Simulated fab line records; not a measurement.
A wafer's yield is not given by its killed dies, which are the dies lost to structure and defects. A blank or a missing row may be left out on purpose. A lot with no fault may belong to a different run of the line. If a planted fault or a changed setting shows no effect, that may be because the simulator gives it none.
Which tool was responsible? + flow sky130 + 6 lots with 18 wafers sampled at 2 steps, on a route of 708 steps

WHAT THE GAUGES READ, wafer by wafer
SKY_METAL4_CD_MEAS_13 targets a cd of 300 nm.
| lot  | measured     | on        | cd-nm (nm)        |
|------|--------------|-----------|-------------------|
| L546 | day 41 12:22 | cd-sem-01 | 299.9 299.9 299.9 |
| L554 | day 44 12:47 | cd-sem-02 | 301.3 299.8 300.8 |
| L555 | day 45 08:19 | cd-sem-02 | 297.1 297.7 298.7 |
| L560 | day 46 05:14 | cd-sem-01 | 300.8 299.0 300.4 |
| L566 | day 47 05:55 | cd-sem-01 | 297.9 298.2 300.5 |
| L568 | day 47 13:53 | cd-sem-01 | 301.2 300.3 300.7 |

TOOL THAT RAN EACH LOT (tool first, then ch and the chambers of the sampled wafers, then the start)
| lot  | SKY_CONTACT_CMP_04            |
|------|-------------------------------|
| L546 | cmp-01 ch 0,2, day 30 02:00   |
| L554 | cmp-01 ch 1,2, day 33 14:44   |
| L555 | cmp-01 ch 1,2, day 34 15:32   |
| L560 | cmp-02 ch 0,1, day 35 17:18   |
| L566 | cmp-02 ch 0,1,2, day 37 01:38 |
| L568 | cmp-01 ch 1,2, day 37 16:33   |
- SKY_CONTACT_CMP_04: polishes SiO2.

THE ANSWER, worked out from the rows above alone
Rule: the usual values come from the lots themselves. Put in order of their means at a reading, lots are off if they are a third of the lots or fewer, leave a main group of 4 or more, and stand apart from it by a gap of 3 or more times the standard deviation of the main group's means; of several such gaps the widest counts. Not used: any main group whose means are identical at the precision the tables above print for the reading. Also off: a lot with no number at a reading for which 4 or more lots have one. Where the step has rows for the other lots, those lots are counted as sound.
No lot is off at any reading shown: from this, nothing can be told.

WHAT WAS PUT IN BY THE SIMULATOR
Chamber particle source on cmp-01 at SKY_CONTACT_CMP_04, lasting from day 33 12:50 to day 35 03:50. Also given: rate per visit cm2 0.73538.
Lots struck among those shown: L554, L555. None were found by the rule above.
